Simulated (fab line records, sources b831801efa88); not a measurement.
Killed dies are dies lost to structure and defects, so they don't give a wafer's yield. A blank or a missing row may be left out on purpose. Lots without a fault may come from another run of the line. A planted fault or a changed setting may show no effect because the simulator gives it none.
A struck lot beside a sound one | flow sky130 | 15 steps out of a route of 708
Sound: wafers L641.1, L641.3, L641.5. Struck: wafers L648.4, L648.5, L648.6. The cause comes at the end.
At each step with rows: each side's tool, then ch and its chambers, then its first start. Under that, the readings that differ: sound wafers | struck wafers | difference of the means | sigmas: that difference in standard deviations of wafers without a fault.
alike: readings whose means differ by less than 2 such deviations, and words and numbers that are the same on both sides. not compared: withheld readings, readings that some wafer has no value for, bounds like >300 that may hide the same value, and numbers for which the record gives no deviation and whose values overlap.
The two part at a step that has a row with sigmas, a row that says differs or no value, or rows on one side only. Numbers that don't overlap but have no deviation are shown without sigmas and don't part them. A reading that every wafer of one side lacks parts them only if that side has two wafers or more.

first, 6 steps without rows for these wafers: SKY_VIA4_HMDS_05 (prime time 60 s); SKY_VIA4_COAT_06 (resist thk 1140 nm); SKY_VIA4_SOFTBAKE_07 (time 60 s); SKY_VIA4_EXPOSE_08 (exposes mask VIM4, target cd 800 nm); SKY_VIA4_PEB_09; SKY_VIA4_DEVELOP_10 (develop time 60 s).
SKY_VIA4_OVL_MEAS_11:
  sound on overlay-01, day 43 15:04; struck on overlay-01, day 45 13:49
  alike: VIA4_OVL
SKY_VIA4_ETCH_12: etches SiO2 in C4F8/O2/Ar, stops on TiN, target depth 580 nm.
  sound on rie_diel-03 ch 2,3, day 43 15:07; struck on rie_diel-04 ch 0,2,3, day 45 13:52
  alike: oes_product_au
SKY_VIA4_STRIP_13: strips in O2/N2.
  sound on plasma_asher-04 ch 0,1, day 43 15:11; struck on plasma_asher-03 ch 0,1, day 45 13:56
  alike: drypump_motor_current_A, oes_product_au, strip_time_to_endpoint_s
  not compared: rf_hours_counter_h
then, 3 steps without rows for these wafers: SKY_VIA4_STRIP_14 (strips in post etch residue remover, time 1200 s); SKY_VIA4_CLEAN_15 (cleans in IPA, time 180 s); SKY_VIA4_CLEAN_16 (cleans in O3/DIW).
SKY_VIA4_SPUTTER_17: material TiN, target thk 20 nm, time 80 s.
  sound on pvd_sputter-04, day 43 15:46; struck on pvd_sputter-01, day 45 14:34
  reading                                  | sound            | struck           | difference | sigmas
  throttle_valve_pct (%)                   | 27.5 30.1 27.5   | 31.0 31.3 31.2   | +2.8       | +3
  model.TiN_of_VIA4_SPUTTER_17.thk_nm (nm) | 19.83 19.56 19.9 | 35.27 35.4 35.29 | +15.56     |
  alike: chamber_pressure_pa
SKY_VIA4_CVD_18: deposits W, target thk 505 nm, time 152.14 s.
  sound on cvd_w-02 ch 0,1, day 43 15:50; struck on cvd_w-02 ch 0,1, day 45 14:41
  alike: heater_power_w
then, 1 step without rows for these wafers: SKY_PAD_OPEN_PROBE_99.

WHERE THEY PART
Only at SKY_VIA4_SPUTTER_17, within this record. Later steps at which nothing parts them and some readings are alike: SKY_VIA4_CVD_18.

WHY: what the simulator had put in
Process parameter drift: pvd_sputter-01, from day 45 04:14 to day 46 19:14, at SKY_VIA4_SPUTTER_17. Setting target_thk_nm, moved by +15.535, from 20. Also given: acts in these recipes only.
